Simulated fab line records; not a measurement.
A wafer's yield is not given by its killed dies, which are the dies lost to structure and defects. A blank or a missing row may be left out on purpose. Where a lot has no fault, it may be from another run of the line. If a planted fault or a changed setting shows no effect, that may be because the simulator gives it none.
The same fault as seen by 2 desks    flow gf180mcu    what lay behind the numbers comes last; until then each desk has only its own

## DESK OF THE TOOL OWNER: rieMetal-04
The tool's own readings at GF_M3_METAL_ETCH_16 (etches the open film in Cl2/BCl3, stops on SiO2, target depth 750.8 nm, time 125.1 s): means of the sampled wafers that have a number, for each lot that ran on this tool. A lot is out of limits, marked OUT, if its mean lies more than 4 standard deviations from the usual mean; the brackets give that distance.
Columns: A = drypumpMotorCurrentA at GF_M3_METAL_ETCH_16, usual 5.8 A; B = oesProductAu at GF_M3_METAL_ETCH_16, usual 0.992 a.u.; C = throttleValvePct at GF_M3_METAL_ETCH_16, usual 28.231 %
lot   first seen here  A    B      C
L125  day 21 15:37     5.8  0.992  28.234
L134  day 24 22:23     5.6  0.989  28.221
This desk's verdict: no lot among the 2 shows anything out of limits.

## METROLOGY DESK
Means of the sampled wafers that have a number, per lot and without regard to the tool the lot ran on: this is what the gauges read. A lot is out of limits, marked OUT, if its mean lies more than 4 standard deviations from the usual mean; the brackets give that distance.
Columns: A = V4_W_THK at GF_V4_THK_MEAS_25, usual 342 nm
lot   first seen here  A
L124  day 24 17:14     335
L125  day 24 18:53     344
L126  day 25 14:49     351
L134  day 27 18:52     343
L138  day 28 18:12     340
L140  day 29 13:17     356
L141  day 30 03:16     351
L142  day 30 05:07     340
L145  day 30 23:37     340
L146  day 31 02:07     336
L147  day 31 19:58     340
This desk's verdict: no lot among the 11 shows anything out of limits.

## BROUGHT TOGETHER
Nothing out of limits was seen by the tool owner's desk.
From the metrology desk's view, nothing was out of limits.

## WHAT THE SIMULATOR HAD INSERTED
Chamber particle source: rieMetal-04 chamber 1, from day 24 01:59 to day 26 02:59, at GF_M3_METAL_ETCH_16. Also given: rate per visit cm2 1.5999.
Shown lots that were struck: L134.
